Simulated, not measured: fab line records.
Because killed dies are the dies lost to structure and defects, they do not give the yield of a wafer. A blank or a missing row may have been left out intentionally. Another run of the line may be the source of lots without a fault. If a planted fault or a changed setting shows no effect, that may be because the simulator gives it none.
Which tool is to blame? ; flow gf180mcu ; 36 wafers from 12 lots sampled at 2 of the route's 602 steps

== WHAT THE GAUGES SHOWED, per wafer ==
GF_M2_THK_MEAS_06: measures by xrf.
lot;measured;on;M2_ALCU_THK (nm)
L075;day 18 09:14;filmMetro-02;440 439 437
L077;day 19 04:22;filmMetro-03;435 430 430
L079;day 19 18:54;filmMetro-01;443 453 443
L081;day 21 05:21;filmMetro-02;435 457 438
L083;day 22 06:11;filmMetro-02;447 443 442
L086;day 23 02:37;filmMetro-02;449 449 452
L088;day 23 07:54;filmMetro-01;443 442 427
L089;day 24 01:58;filmMetro-01;432 444 436
L091;day 24 16:41;filmMetro-03;445 443 435
L093;day 25 01:11;filmMetro-01;442 439 442
L095;day 25 12:33;filmMetro-02;442 446 445
L097;day 26 05:33;filmMetro-03;433 437 432

== WHICH TOOL RAN EACH LOT (tool, then ch and the chambers of the sampled wafers, then the start) ==
lot;GF_M2_SPUTTER_02
L075;pvdSputter-03, day 18 09:01
L077;pvdSputter-03, day 19 04:08
L079;pvdSputter-01, day 19 18:40
L081;pvdSputter-02, day 21 05:08
L083;pvdSputter-03, day 22 05:58
L086;pvdSputter-03, day 23 02:24
L088;pvdSputter-01, day 23 07:41
L089;pvdSputter-01, day 24 01:44
L091;pvdSputter-01, day 24 16:28
L093;pvdSputter-01, day 25 00:59
L095;pvdSputter-03, day 25 12:20
L097;pvdSputter-01, day 26 05:20
- GF_M2_SPUTTER_02: material AlCu, target thk 450 nm, time 23.9 s.

== THE ANSWER, worked out from the rows above alone ==
Rule: the lots themselves supply what counts as usual. Put in order of their means at a reading, lots are off if they are a third of the lots or fewer, leave a main group of 4 or more, and stand apart from it by a gap of 3 or more times the standard deviation of the main group's means; of several such gaps the widest counts. The tables above print the reading to a certain number of digits; a main group whose means all agree to those digits is not used. Also off: a lot with no number at a reading for which 4 or more lots have one. All remaining lots with rows at the step are treated as sound.
None of the lots is off at any reading shown; this tells nothing.

== WHAT THE SIMULATOR PUT IN ==
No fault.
